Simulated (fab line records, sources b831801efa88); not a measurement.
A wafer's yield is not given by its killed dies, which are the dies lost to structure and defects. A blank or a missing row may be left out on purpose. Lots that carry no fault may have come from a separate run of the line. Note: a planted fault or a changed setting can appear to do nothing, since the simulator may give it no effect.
Comparing a struck lot with a sound one ; flow sky130 ; 17 out of 708 route steps
Sound: these wafers, L556.2, L556.3, L556.5. Wafers struck: L567.1, L567.4, L567.5. The cause is given at the end.
Per side, at each step with rows, come the tool, then ch with its chambers, and then its first start. Under that, the readings that differ: sound wafers ; struck wafers ; difference of the means ; sigmas: that difference in standard deviations of wafers without a fault.
alike: readings with means less than 2 such deviations apart, plus words and numbers identical on both sides. not compared: withheld readings, readings lacking a value on some wafer, bounds such as >300 that could conceal the same value, and numbers that have no deviation in the record and whose values overlap.
The two part at a step that has a row with sigmas, a row that says differs or no value, or rows on one side only. Numbers that have no deviation but don't overlap get no sigmas and don't part them. Lack of a reading on every wafer of one side parts them only where that side has two or more wafers.

SKY_LOCAL_INTERCONNECT_RS_MEAS_01: uses a four-point probe to measure.
  struck on film-metro-01, day 34 23:45; sound on film-metro-02, day 31 13:29
  alike: LOCAL_INTERCONNECT_TIN_RS
SKY_LOCAL_INTERCONNECT_THK_MEAS_02: measures by xrf.
  struck on film-metro-01, day 34 23:52; sound on film-metro-02, day 31 13:35
  alike: LOCAL_INTERCONNECT_TIN_THK
then, 8 steps without rows for these wafers: SKY_LOCAL_INTERCONNECT_DEHYDRATE_03 (time 60 s); SKY_LOCAL_INTERCONNECT_HMDS_04 (prime time 60 s); SKY_LOCAL_INTERCONNECT_COAT_05 (resist thk 59.23 nm); SKY_LOCAL_INTERCONNECT_COAT_06 (resist thk 450 nm); SKY_LOCAL_INTERCONNECT_SOFTBAKE_07 (time 90 s); SKY_LOCAL_INTERCONNECT_EXPOSE_08 (exposes mask LI1M, target cd 170 nm); SKY_LOCAL_INTERCONNECT_PEB_09; SKY_LOCAL_INTERCONNECT_DEVELOP_10 (develop time 60 s).
SKY_LOCAL_INTERCONNECT_CD_MEAS_11 targets a cd of 170 nm.
  struck on cd-sem-02, day 36 02:19; sound on cd-sem-01, day 32 17:46
  alike: cd-nm
SKY_LOCAL_INTERCONNECT_OVL_MEAS_12:
  struck on overlay-02, day 36 02:26; sound on overlay-01, day 32 17:53
reading;sound;struck;difference;sigmas
LOCAL_INTERCONNECT_OVL (nm);14 13 14;-11 -13 -8;-24;-3
SKY_LOCAL_INTERCONNECT_ETCH_13: etches BARC in N2/H2, stops on SiO2, time 45.9 s, target depth 60 nm.
  sound on rie-metal-01 ch 0,1, day 32 17:55; struck on rie-metal-01 ch 1, day 36 02:28
reading;sound;struck;difference;sigmas
model.KrF-thick_of_LOCAL_INTERCONNECT_COAT_06.thk-nm (nm);394.6 393.3 394.3;368.8 368.7 369.6;-25.0;
model.LOCAL_INTERCONNECT.cd-nm (nm);170.1 167.9 169.5;165.1 166.2 167.8;-2.8;
model.SiO2_of_SONOS_ONO_CVD_04.thk-nm (nm);4.375 4.352 4.314;2.994 2.956 2.99;-1.367;
  alike: drypump-motor-current-A, n2-flow-sccm, oes-product-au, throttle-valve-pct
  not compared: rf-hours-counter-h
SKY_LOCAL_INTERCONNECT_METAL_ETCH_14: etches TiN in Cl2/BCl3, stops on PSG, target depth 110 nm, time 31.4 s.
  sound on rie-metal-01 ch 0,1, day 32 17:58; struck on rie-metal-01 ch 1, day 36 02:32
reading;sound;struck;difference;sigmas
model.KrF-thick_of_LOCAL_INTERCONNECT_COAT_06.thk-nm (nm);351.1 349.2 350.1;324.9 324.5 325.5;-25.2;
  alike: drypump-motor-current-A, oes-product-au, throttle-valve-pct
  not compared: rf-hours-counter-h, model.LOCAL_INTERCONNECT.cd-nm
SKY_LOCAL_INTERCONNECT_STRIP_15: strips in O2/N2.
  sound on plasma-asher-02 ch 0,1, day 32 18:01; struck on plasma-asher-04 ch 0,1, day 36 02:35
reading;sound;struck;difference;sigmas
oes-product-au (a.u.);0.431 0.425 0.423;0.420 0.407 0.413;-0.013;-3
strip-time-to-endpoint-s (s);4.744 4.723 4.727;4.462 4.466 4.468;-0.266;-15
  alike: drypump-motor-current-A, n2-flow-sccm, o2-flow-sccm
  not compared: rf-hours-counter-h
then, 1 step without rows for these wafers: SKY_LOCAL_INTERCONNECT_STRIP_16 (strips in post etch residue remover, time 1200 s).
-- record jumps: 14 days separate the struck wafers' starts on either side; left off in module LOCAL_INTERCONNECT, taken up again in module PAD_OPEN, whose first shown step is the route's number 708 --
SKY_PAD_OPEN_PROBE_99:
  struck on prober-01, day 50 07:56; sound on prober-02, day 47 23:23
  alike: killed_at_M0_to_M3, killed_at_M4_up, killed-at-contacts, killed-at-front-end, killed-at-other, killed-dies, killed-open, killed-short
  not compared: model.etest.res-li.line-ohm-um

== WHERE THEY PART ==
Last at SKY_LOCAL_INTERCONNECT_STRIP_15 as far as this record goes, first at SKY_LOCAL_INTERCONNECT_OVL_MEAS_12. Later steps at which nothing parts them and some readings are alike: SKY_PAD_OPEN_PROBE_99.

WHY: what the simulator had put in
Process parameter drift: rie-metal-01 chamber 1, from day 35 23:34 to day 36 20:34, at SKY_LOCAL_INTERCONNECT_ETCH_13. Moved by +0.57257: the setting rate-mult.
